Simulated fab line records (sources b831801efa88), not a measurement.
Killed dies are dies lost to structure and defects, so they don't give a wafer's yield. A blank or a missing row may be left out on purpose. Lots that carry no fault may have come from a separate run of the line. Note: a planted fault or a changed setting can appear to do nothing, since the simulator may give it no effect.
Commonality check across tools + flow gf180mcu + Sample size 14 lots and 42 wafers

## WHY THIS WAS OPENED
2 of 14 lots carry a flag on the reading V4_W_RS at GF_V4_RS_MEAS_24. Fault-free wafers read 0.327 ohm/sq, with a standard deviation of 0.0031.
Rule: a lot is flagged when every wafer of it that has a number lies more than 4 standard deviations from that mean, or none has a number. The other lots count as sound.

| lot  | measured     | on            | V4_W_RS (ohm/sq), wafer by wafer | flag    |
|------|--------------|---------------|----------------------------------|---------|
| L988 | day 24 12:54 | film metro-04 | 0.330 0.335 0.328                |         |
| L990 | day 25 06:34 | film metro-04 | 0.329 0.328 0.327                |         |
| L991 | day 25 17:36 | film metro-03 | 0.327 0.328 0.332                |         |
| L993 | day 26 05:45 | film metro-03 | 0.325 0.325 0.326                |         |
| L994 | day 26 11:20 | film metro-04 | 0.329 0.327 0.327                |         |
| L996 | day 27 04:53 | film metro-04 | 0.328 0.327 0.326                |         |
| L998 | day 27 20:22 | film metro-04 | 0.323 0.328 0.323                |         |
| L997 | day 27 22:26 | film metro-03 | 0.325 0.328 0.322                |         |
| L100 | day 28 13:27 | film metro-04 | 0.329 0.331 0.331                |         |
| L101 | day 28 13:50 | film metro-04 | 0.329 0.329 0.332                |         |
| L102 | day 29 00:33 | film metro-04 | 43.763 43.907 43.532             | FLAGGED |
| L103 | day 29 08:55 | film metro-03 | 44.311 43.828 44.565             | FLAGGED |
| L106 | day 30 01:50 | film metro-03 | 0.326 0.327 0.324                |         |
| L111 | day 31 09:54 | film metro-03 | 0.329 0.327 0.328                |         |
Averaged over the flagged lots the numbers come to 43.984 ohm/sq, +43.657 ohm/sq from the usual (+99 or more standard deviations).

## LOT BY LOT: THE TOOL USED
The record holds 2 process steps before the reading, out of a route of 602 steps. Each cell gives the tool, then ch followed by the chambers the sampled wafers passed through, then the start.
| lot  | flag    | GF_V4_CVD_02                    | GF_V4_CVD_23                  |
|------|---------|---------------------------------|-------------------------------|
| L988 |         | pecvd-01 ch 0,2, day 23 13:49   | cvd w-01 ch 0,1, day 24 12:46 |
| L990 |         | pecvd-03 ch 0,1, day 24 07:51   | cvd w-01 ch 0,1, day 25 06:25 |
| L991 |         | pecvd-01 ch 0,1,2, day 24 18:16 | cvd w-01 ch 0,1, day 25 17:26 |
| L993 |         | pecvd-03 ch 0,1,2, day 25 06:49 | cvd w-02 ch 1, day 26 05:33   |
| L994 |         | pecvd-03 ch 1,2, day 25 12:19   | cvd w-02 ch 1, day 26 11:08   |
| L996 |         | pecvd-01 ch 1,2, day 26 06:44   | cvd w-01 ch 0,1, day 27 04:46 |
| L998 |         | pecvd-03 ch 1,2, day 26 22:13   | cvd w-02 ch 0,1, day 27 20:15 |
| L997 |         | pecvd-01 ch 1,2, day 27 00:57   | cvd w-02 ch 0,1, day 27 22:19 |
| L100 |         | pecvd-03 ch 0,2, day 27 14:38   | cvd w-02 ch 0, day 28 13:20   |
| L101 |         | pecvd-03 ch 0,1, day 27 16:10   | cvd w-01 ch 0,1, day 28 13:44 |
| L102 | FLAGGED | pecvd-01 ch 0,2, day 28 03:23   | cvd w-01 ch 0,1, day 29 00:26 |
| L103 | FLAGGED | pecvd-03 ch 0,1, day 28 12:41   | cvd w-01 ch 0,1, day 29 08:47 |
| L106 |         | pecvd-01 ch 0,2, day 29 05:52   | cvd w-01 ch 0,1, day 30 01:44 |
| L111 |         | pecvd-03 ch 0,1, day 30 14:59   | cvd w-01 ch 0,1, day 31 09:46 |
These steps, and what they do:
- GF_V4_CVD_02: deposits SiO2 from TEOS, target thk 850 nm, time 94.851 s.
- GF_V4_CVD_23: deposits W, target thk 350 nm, time 104.9 s.
- GF_V4_RS_MEAS_24: measures by four-point-probe.

## FLAGGED OVER TOTAL, TOOL BY TOOL (the gauges that took the reading come last)
| step             | tool          | lots run | flagged | share of the flagged lots | sound lots run after its first flagged lot |
|------------------|---------------|----------|---------|---------------------------|--------------------------------------------|
| GF_V4_CVD_02     | pecvd-01      | 6        | 1       | some                      | 1 (L106)                                   |
| GF_V4_CVD_02     | pecvd-03      | 8        | 1       | some                      | 1 (L111)                                   |
| GF_V4_CVD_23     | cvd w-01      | 9        | 2       | all                       | 2 (L106,L111)                              |
| GF_V4_CVD_23     | cvd w-02      | 5        | 0       | none                      | -                                          |
| GF_V4_RS_MEAS_24 | film metro-03 | 6        | 1       | some                      | 2 (L106,L111)                              |
| GF_V4_RS_MEAS_24 | film metro-04 | 8        | 1       | some                      | 0                                          |

## WHAT THE TABLE ALLOWS
1 row of the table ran every flagged lot: cvd w-01 at GF_V4_CVD_23.
- cvd w-01 at GF_V4_CVD_23 ran 9 lots, 2 of them flagged. Sound lots ran on it after the first flagged one (L106, L111), which a lasting fault on the whole tool wouldn't allow. On the flagged lots its readings are blank where sound lots have values: chamber pressure Torr, heater power outer w, heater power w.
There is no row in the table that ran each flagged lot and no sound lot after the first.

## WHAT THE SIMULATOR PUT IN
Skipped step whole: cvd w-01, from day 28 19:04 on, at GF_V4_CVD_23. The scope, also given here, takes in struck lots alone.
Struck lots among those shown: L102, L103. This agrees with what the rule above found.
